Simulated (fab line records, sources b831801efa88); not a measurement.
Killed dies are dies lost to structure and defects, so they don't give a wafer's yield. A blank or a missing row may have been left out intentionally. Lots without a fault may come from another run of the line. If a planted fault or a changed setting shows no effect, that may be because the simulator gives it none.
Commonality check across tools ; flow gf180mcu ; Lots sampled 12, wafers sampled 36

## WHY THIS WAS OPENED
2 of 12 lots carry a flag on the reading POLY_GATE_CVD_00_THK at GF_POLY_GATE_THK_MEAS_01. No-fault wafers: 200.4 nm, standard deviation 1.6.
Rule: flag the lot when none of its wafers has a number, or when each of its wafers that has one lies beyond 4 standard deviations from that mean. All remaining lots are regarded as sound.

lot;measured;on;POLY_GATE_CVD_00_THK (nm), wafer by wafer;flag
L707;day 8 19:08;film metro-02;201.5 201.7 200.4;
L708;day 9 01:08;film metro-04;201.6 202.3 201.8;
L711;day 9 20:31;film metro-04;197.6 200.3 199.6;
L714;day 10 15:21;film metro-04;201.4 202.5 202.1;
L719;day 12 02:51;film metro-02;200.8 199.1 200.6;
L721;day 12 20:16;film metro-02;181.0 181.6 180.9;FLAGGED
L722;day 12 23:04;film metro-04;178.8 179.1 179.2;FLAGGED
L723;day 13 07:03;film metro-04;202.9 203.0 202.3;
L724;day 13 16:30;film metro-02;199.3 199.7 198.7;
L726;day 14 05:48;film metro-02;202.7 202.4 200.8;
L728;day 14 20:58;film metro-01;199.0 198.2 199.5;
L729;day 15 03:24;film metro-02;200.5 200.6 199.6;
The numbers of the flagged lots are 180.1 nm on average: -20.3 nm against the usual, or -13 standard deviations.

## WHICH TOOL RAN EACH LOT
Before the reading, the record contains 2 process steps out of a 602-step route. In each cell: the tool, then ch and the chambers that the sampled wafers went through, then the start.
lot;flag;GF_VT_IMPLANT_STRIP_20;GF_POLY_GATE_CVD_00
L707;;plasma asher-01 ch 0,1, day 6 13:21;lpcvd-01 ch 1, day 8 17:47
L708;;plasma asher-04 ch 0,1, day 6 18:52;lpcvd-01 ch 0, day 8 23:48
L711;;plasma asher-04 ch 0,1, day 7 13:05;lpcvd-02 ch 0, day 9 19:11
L714;;plasma asher-04 ch 0,1, day 8 06:59;lpcvd-02 ch 0, day 10 14:01
L719;;plasma asher-02 ch 0,1, day 9 14:52;lpcvd-02 ch 0, day 12 01:30
L721;FLAGGED;plasma asher-02 ch 1, day 10 04:16;lpcvd-01 ch 0, day 12 18:56
L722;FLAGGED;plasma asher-02 ch 0,1, day 10 08:41;lpcvd-01 ch 0, day 12 21:44
L723;;plasma asher-02 ch 0,1, day 10 15:02;lpcvd-02 ch 0, day 13 05:43
L724;;plasma asher-04 ch 0,1, day 10 22:58;lpcvd-02 ch 0, day 13 15:10
L726;;plasma asher-04 ch 0,1, day 11 13:10;lpcvd-02 ch 0, day 14 04:28
L728;;plasma asher-02 ch 0,1, day 12 02:10;lpcvd-02 ch 1, day 14 19:38
L729;;plasma asher-01 ch 0,1, day 12 08:37;lpcvd-02 ch 1, day 15 02:04
What is done by these steps:
- GF_VT_IMPLANT_STRIP_20: strips in O2/N2.
- GF_POLY_GATE_CVD_00: deposits poly-Si, target thk 200 nm, time 1200 s.
- GF_POLY_GATE_THK_MEAS_01

## FLAGGED AGAINST TOTAL, ONE TOOL AT A TIME (gauges that did the reading follow at the end)
step;tool;lots run;flagged;share of the flagged lots;sound lots run after its first flagged lot
GF_VT_IMPLANT_STRIP_20;plasma asher-01;2;0;none;-
GF_VT_IMPLANT_STRIP_20;plasma asher-02;5;2;all;2 (L723,L728)
GF_VT_IMPLANT_STRIP_20;plasma asher-04;5;0;none;-
GF_POLY_GATE_CVD_00;lpcvd-01;4;2;all;0
GF_POLY_GATE_CVD_00;lpcvd-02;8;0;none;-
GF_POLY_GATE_THK_MEAS_01;film metro-01;1;0;none;-
GF_POLY_GATE_THK_MEAS_01;film metro-02;6;1;some;3 (L724,L726,L729)
GF_POLY_GATE_THK_MEAS_01;film metro-04;5;1;some;1 (L723)

## WHAT THE TABLE PERMITS
Table rows that saw every flagged lot: 2, namely plasma asher-02 at GF_VT_IMPLANT_STRIP_20 and lpcvd-01 at GF_POLY_GATE_CVD_00.
- plasma asher-02 at GF_VT_IMPLANT_STRIP_20: 2 of its 5 lots flagged. Sound lots ran on it after the first flagged one (L723, L728), which a lasting fault on the whole tool wouldn't allow.
- lpcvd-01 at GF_POLY_GATE_CVD_00: 2 of its 4 lots flagged. A fault beginning between L708 (day 8 23:48), its last sound lot, and L721 (day 12 18:56), its first flagged one, fits the data.
lpcvd-01 at GF_POLY_GATE_CVD_00 is the single tool remaining.

## WHAT THE SIMULATOR HAD INSERTED
Site profile drift: lpcvd-01, from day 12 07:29 on, at GF_POLY_GATE_CVD_00. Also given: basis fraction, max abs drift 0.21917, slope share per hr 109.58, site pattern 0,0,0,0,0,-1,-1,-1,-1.
Struck lots among those shown: L721, L722. The rule above reached the same finding.
